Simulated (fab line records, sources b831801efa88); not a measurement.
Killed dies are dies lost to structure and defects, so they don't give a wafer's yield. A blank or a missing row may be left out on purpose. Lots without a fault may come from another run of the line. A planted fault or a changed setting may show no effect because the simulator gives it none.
Which tool did it? | flow gf180mcu | 13 lots, 39 wafers sampled, at 4 steps of a route of 602

WHAT THE GAUGES READ, wafer by wafer
GF_V3_THK_MEAS_03.
lot  | measured     | on            | V3_CVD_02_THK (nm)
L781 | day 22 09:42 | film_metro-03 | 851 854 862
L782 | day 22 19:15 | film_metro-02 | 839 833 842
L784 | day 23 06:47 | film_metro-01 | 852 842 852
L785 | day 23 20:42 | film_metro-01 | 842 832 851
L788 | day 24 13:53 | film_metro-02 | 833 846 842
L789 | day 25 03:09 | film_metro-02 | 855 865 871
L790 | day 25 11:32 | film_metro-02 | 865 866 853
L795 | day 26 21:20 | film_metro-01 | 853 869 860
L797 | day 27 13:44 | film_metro-01 | 859 867 850
L798 | day 27 20:40 | film_metro-01 | 846 843 854
L800 | day 28 10:05 | film_metro-02 | 837 853 852
L801 | day 28 21:11 | film_metro-01 | 852 843 864
L802 | day 29 02:31 | film_metro-01 | 854 839 858

GF_M4_THK_MEAS_06: measures by xrf.
lot  | measured     | on            | M4_ALCU_THK (nm)
L781 | day 23 11:34 | film_metro-03 | 444 441 448
L782 | day 23 19:53 | film_metro-02 | 444 447 448
L784 | day 24 06:57 | film_metro-03 | 446 444 441
L785 | day 24 21:16 | film_metro-02 | 451 440 451
L795 | day 27 19:25 | film_metro-03 | 460 462 461
L797 | day 28 11:52 | film_metro-02 | 452 446 452
L798 | day 28 18:42 | film_metro-03 | 438 440 438
L800 | day 29 07:29 | film_metro-04 | 454 443 455
L801 | day 29 19:31 | film_metro-02 | 430 432 430
L802 | day 29 23:38 | film_metro-03 | 445 448 445

WHICH TOOL RAN EACH LOT (tool, then ch and the chambers of the sampled wafers, then the start)
lot  | GF_V3_CVD_02                    | GF_V3_CMP_26
L781 | pecvd-01 ch 0,1,2, day 22 09:38 | cmp-02 ch 0,1,3, day 23 10:58
L782 | pecvd-03 ch 0,1, day 22 19:11   | cmp-02 ch 0,1,3, day 23 19:14
L784 | pecvd-03 ch 1,2, day 23 06:43   | cmp-01 ch 0,1,2, day 24 06:17
L785 | pecvd-04 ch 0,2, day 23 20:38   | cmp-02 ch 0,2, day 24 20:40
L788 | pecvd-03 ch 0,1,2, day 24 13:48 | cmp-02 ch 0,3, day 25 13:35
L789 | pecvd-03 ch 1,2, day 25 03:04   | cmp-02 ch 0,1,3, day 26 02:16
L790 | pecvd-04 ch 0,1,2, day 25 11:28 | cmp-02 ch 1,2, day 26 10:40
L795 | pecvd-04 ch 0,1,2, day 26 21:16 | cmp-01 ch 0,3, day 27 18:44
L797 | pecvd-04 ch 0,1, day 27 13:40   | cmp-01 ch 1,2,3, day 28 11:22
L798 | pecvd-04 ch 1,2, day 27 20:35   | cmp-01 ch 0,1,2, day 28 18:03
L800 | pecvd-03 ch 1,2, day 28 10:01   | cmp-01 ch 0,2,3, day 29 06:53
L801 | pecvd-01 ch 0,2, day 28 21:07   | cmp-02 ch 1,2,3, day 29 18:53
L802 | pecvd-03 ch 0,1,2, day 29 02:26 | cmp-02 ch 1,2,3, day 29 23:02
- GF_V3_CVD_02: deposits SiO2 from TEOS, target thk 850 nm, time 94.851 s.
- GF_V3_CMP_26: polishes, stops on SiO2, t overpolish 15 s, target thk 0 nm.

WHAT THE TOOLS THEMSELVES READ (means of the sampled wafers that have a number; where no wafer has one, the mark that the record gives instead)
GF_V3_CVD_02.
lot  | tool     | heater_power_outer_w (W) | heater_power_w (W)
L781 | pecvd-01 | 407                      | 696
L782 | pecvd-03 | 326                      | 571
L784 | pecvd-03 | 376                      | 636
L785 | pecvd-04 | 334                      | 577
L788 | pecvd-03 | 357                      | 623
L789 | pecvd-03 | 466                      | 778
L790 | pecvd-04 | 381                      | 658
L795 | pecvd-04 | 371                      | 635
L797 | pecvd-04 | 326                      | 623
L798 | pecvd-04 | 350                      | 601
L800 | pecvd-03 | 416                      | 676
L801 | pecvd-01 | 398                      | 676
L802 | pecvd-03 | 414                      | 714

GF_V3_CMP_26.
lot  | tool   | edge_zone_pressure_frac | head_pressure_psi (psi) | motor_current_A (A) | overpolish_run_s (s) | slurry_flow_ml_min | time_to_endpoint_s (s)
L781 | cmp-02 | 0.999                   | 3.496                   | 11.4                | 14.995               | 150.3              | 84
L782 | cmp-02 | 1.000                   | 3.495                   | 11.7                | 15.000               | 149.6              | 88
L784 | cmp-01 | 1.003                   | 3.497                   | 10.8                | 15.004               | 149.5              | 82
L785 | cmp-02 | 0.999                   | 3.505                   | 11.1                | 15.005               | 149.9              | 83
L788 | cmp-02 | 0.997                   | 3.506                   | 11.9                | 0.040                | 149.2              | 130
L789 | cmp-02 | 1.001                   | 3.494                   | 11.4                | 0.045                | 149.8              | 129
L790 | cmp-02 | 1.004                   | 3.503                   | 10.2                | 0.040                | 150.0              | 128
L795 | cmp-01 | 1.005                   | 3.505                   | 10.5                | 14.994               | 149.9              | 90
L797 | cmp-01 | 0.996                   | 3.503                   | 10.8                | 14.996               | 150.5              | 89
L798 | cmp-01 | 1.000                   | 3.497                   | 10.8                | 15.000               | 150.2              | 88
L800 | cmp-01 | 1.002                   | 3.495                   | 10.4                | 15.007               | 149.8              | 90
L801 | cmp-02 | 0.998                   | 3.495                   | 10.8                | 15.002               | 150.2              | 83
L802 | cmp-02 | 1.002                   | 3.507                   | 11.1                | 15.003               | 149.9              | 81

THE ANSWER, worked out from the rows above alone
Rule: what is usual is taken from the lots themselves. Put in order of their means at a reading, lots are off if they are a third of the lots or fewer, leave a main group of 4 or more, and stand apart from it by a gap of 3 or more times the standard deviation of the main group's means; of several such gaps the widest counts. A main group whose means are all the same, to the digits that the tables above print for the reading, isn't used. A lot without any number at a reading at which 4 lots or more have one is off too. The other lots that the step has rows for count as sound. The gauges are gone through in route order, then the tools' own readings, and for those a lot's mean is taken as printed above. The first step at which some lot is off is used, and at that step the reading that is off furthest; a lot without a number counts as furthest.
Off: L788, L789, L790, at GF_V3_CMP_26 (overpolish_run_s). The main group: mean 15.001 s, standard deviation 0.0042.
A tool fits if, at that step or a process step before it, it ran every lot that is off, and no sound lot after the first of them. None of those tried fits.

WHAT THE SIMULATOR HAD PUT IN
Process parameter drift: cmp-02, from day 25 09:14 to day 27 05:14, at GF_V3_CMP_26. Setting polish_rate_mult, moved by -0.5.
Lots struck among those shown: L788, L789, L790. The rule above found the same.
